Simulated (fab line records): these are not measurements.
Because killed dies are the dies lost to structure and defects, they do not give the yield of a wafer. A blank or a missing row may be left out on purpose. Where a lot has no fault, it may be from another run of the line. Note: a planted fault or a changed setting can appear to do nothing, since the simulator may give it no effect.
A struck lot beside a sound one -- flow sky130 -- 43 steps out of a route of 708
Sound: these wafers, L664.2, L664.3, L664.4. The struck wafers were L672.1, L672.4, L672.5. The cause is named last.
For every step that has rows: the tool of each side, followed by ch and its chambers, followed by its first start. Under that, the readings that differ: sound wafers -- struck wafers -- difference of the means -- sigmas: that difference in standard deviations of wafers without a fault.
alike: a reading whose means differ by less than 2 such deviations, as well as words and numbers matching on both sides. not compared: withheld readings; readings where some wafer has no value; bounds like >300 that might hide an equal value; numbers whose values overlap and for which the record gives no deviation.
The two part at a step that has a row with sigmas, a row that says differs or no value, or rows on one side only. When numbers do not overlap yet have no deviation, they are printed without sigmas and do not part them. Lack of a reading on every wafer of one side parts them only where that side has two or more wafers.

first, 3 steps without rows for these wafers: SKY_FIELD_ISO_CLEAN_20 (cleans in dHF, time 20 s); SKY_FIELD_ISO_WET_ETCH_21 (etches SiO2 in dHF, target depth 20 nm, time 400 s); SKY_FIELD_ISO_OXIDATION_22 (stabilise 600 s, purge 300 s, target thk 10 nm).
SKY_FIELD_ISO_THK_MEAS_23:
  sound on film-metro-01, day 3 10:32; struck on film-metro-01, day 5 04:39
  alike: FIELD_ISO_OXIDATION_01_THK
then, 1 step without rows for these wafers: SKY_FIELD_ISO_CVD_24 (deposits SiO2, target thk 595 nm, time 99.2 s).
SKY_FIELD_ISO_THK_MEAS_25:
  sound on film-metro-03, day 3 10:40; struck on film-metro-03, day 5 04:47
  alike: FIELD_ISO_CVD_24_THK
then, 1 step without rows for these wafers: SKY_FIELD_ISO_ANNEAL_26 (time 1800 s).
SKY_FIELD_ISO_CMP_27: polishes, stops on Si3N4, t overpolish 16 s, target thk 457.8 nm.
  sound on cmp-01 ch 0,1,3, day 3 12:16; struck on cmp-01 ch 1,2, day 5 06:46
reading,sound,struck,difference,sigmas
overpolish-run-s (s),16.008 16.005 16.008,15.994 15.982 15.993,-0.017,-2
  alike: edge-zone-pressure-frac, motor-current-A, time-to-endpoint-s
then, 4 steps without rows for these wafers: SKY_FIELD_ISO_WET_ETCH_28 (etches SiO2 in dHF, target depth 23.7 nm, time 47 s); SKY_FIELD_ISO_WET_ETCH_29 (etches Si3N4 in H3PO4, target depth 160 nm, time 1825 s); SKY_FIELD_ISO_WET_ETCH_30 (etches SiO2 in dHF, target depth 25 nm, time 50 s); SKY_NWELL_CLEAN_00 (cleans in SC1/SC2, time 150 s).
SKY_NWELL_OXIDATION_01: stabilise 600 s, purge 300 s, target thk 10 nm.
  sound on furnace-01 ch 0, day 3 13:38; struck on furnace-02 ch 0, day 5 07:44
reading,sound,struck,difference,sigmas
spike-tc-top-C (C),916.0 916.4 916.5,911.4 909.6 910.6,-5.8,-3
  alike: ox-temp-c
SKY_NWELL_THK_MEAS_02:
  sound on film-metro-01, day 3 15:02; struck on film-metro-02, day 5 09:07
  alike: NWELL_OXIDATION_THK
then, 8 steps without rows for these wafers: SKY_DNWELL_DEHYDRATE_00 (time 60 s); SKY_DNWELL_HMDS_01 (prime time 60 s); SKY_DNWELL_COAT_02 (resist thk 3000 nm); SKY_DNWELL_SOFTBAKE_03; SKY_DNWELL_EXPOSE_04 (exposes mask DNM, target cd 3000 nm); SKY_DNWELL_PEB_05; SKY_DNWELL_DEVELOP_06 (develop time 60 s); SKY_DNWELL_IMPLANT_07.
SKY_DNWELL_STRIP_08: strips in O2/N2.
  sound on plasma-asher-03 ch 0,1, day 4 07:46; struck on plasma-asher-03 ch 0,1, day 6 04:19
  alike: drypump-motor-current-A, oes-product-au, strip-time-to-endpoint-s
  not compared: rf-hours-counter-h
SKY_DNWELL_TW_MEAS_09:
  sound on film-metro-02, day 4 07:53; struck on film-metro-01, day 6 04:25
reading,sound,struck,difference,sigmas
DNWELL_TW,1140 1135 1132,1114 1114 1119,-20,-2
then, 7 steps without rows for these wafers: SKY_PWDE_DEHYDRATE_00 (time 60 s); SKY_PWDE_HMDS_01 (prime time 60 s); SKY_PWDE_COAT_02 (resist thk 3000 nm); SKY_PWDE_SOFTBAKE_03; SKY_PWDE_EXPOSE_04 (exposes mask PWDEM, target cd 840 nm); SKY_PWDE_PEB_05; SKY_PWDE_DEVELOP_06 (develop time 60 s).
SKY_PWDE_OVL_MEAS_07:
  sound on overlay-01, day 5 00:55; struck on overlay-01, day 6 23:34
  alike: PWDE_OVL
following that, these wafers have no rows for 1 step: SKY_PWDE_IMPLANT_08.
SKY_PWDE_STRIP_09: strips in O2/N2.
  sound on plasma-asher-03 ch 0,1, day 5 01:06; struck on plasma-asher-03 ch 0,1, day 6 23:46
reading,sound,struck,difference,sigmas
strip-time-to-endpoint-s (s),37.13 37.08 37.12,36.84 36.85 36.86,-0.26,-3
  alike: drypump-motor-current-A, oes-product-au
  not compared: rf-hours-counter-h
SKY_PWDE_TW_MEAS_10:
  sound on film-metro-01, day 5 01:13; struck on film-metro-01, day 6 23:52
  alike: PWDE_TW
then, 7 steps without rows for these wafers: SKY_NWELL_DEHYDRATE_03 (time 60 s); SKY_NWELL_HMDS_04 (prime time 60 s); SKY_NWELL_COAT_05 (resist thk 3000 nm); SKY_NWELL_SOFTBAKE_06; SKY_NWELL_EXPOSE_07 (exposes mask NWM, target cd 840 nm); SKY_NWELL_PEB_08; SKY_NWELL_DEVELOP_09 (develop time 60 s).
-- the record jumps here: 43 days lie between the struck wafers' starts before and after (it left off in module NWELL and takes up again in module PAD_OPEN, whose first step shown is number 708 of the route) --
SKY_PAD_OPEN_PROBE_99:
  sound on prober-01, day 47 06:56; struck on prober-01, day 50 02:29
reading,sound,struck,difference,sigmas
model.etest.cap-ono.gate-bv-v (V),16.37 16.53 15.87,15.29 15.44 15.59,-0.82,
model.etest.diode-nwell-sub.leak-log10-a-cm2,-7.21 -7.369 -7.457,-6.521 -6.658 -6.506,+0.784,
model.etest.diode-dnwell-sub.leak-log10-a-cm2,-7.313 -7.603 -7.436,-6.724 -6.816 -6.577,+0.745,
model.etest.diode-pwell-dnwell.leak-log10-a-cm2,-7.285 -7.703 -7.591,-7.262 -6.796 -6.854,+0.556,
model.etest.cap-thick-oxide.gate-bv-v (V),15.55 15.59 15.43,14.73 15.25 14.85,-0.58,
model.etest.diode-ndiff-pwell-hv.leak-log10-a-cm2,-6.482 -6.676 -6.5,-6.364 -6.355 -6.184,+0.252,
  alike: killed_at_M0_to_M3, killed_at_M4_up, killed-at-contacts, killed-at-front-end, killed-at-other, killed-dies, killed-open, killed-short
  not compared: model.etest.diode-ndiff-pwell.leak-log10-a-cm2, model.etest.diode-pdiff-nwell-hv.leak-log10-a-cm2

== WHERE THEY PART ==
First at SKY_FIELD_ISO_CMP_27; last, within this record, at SKY_PWDE_STRIP_09. Later steps at which nothing parts them and some readings are alike: SKY_PWDE_TW_MEAS_10, SKY_PAD_OPEN_PROBE_99.

WHY: the cause the simulator had injected
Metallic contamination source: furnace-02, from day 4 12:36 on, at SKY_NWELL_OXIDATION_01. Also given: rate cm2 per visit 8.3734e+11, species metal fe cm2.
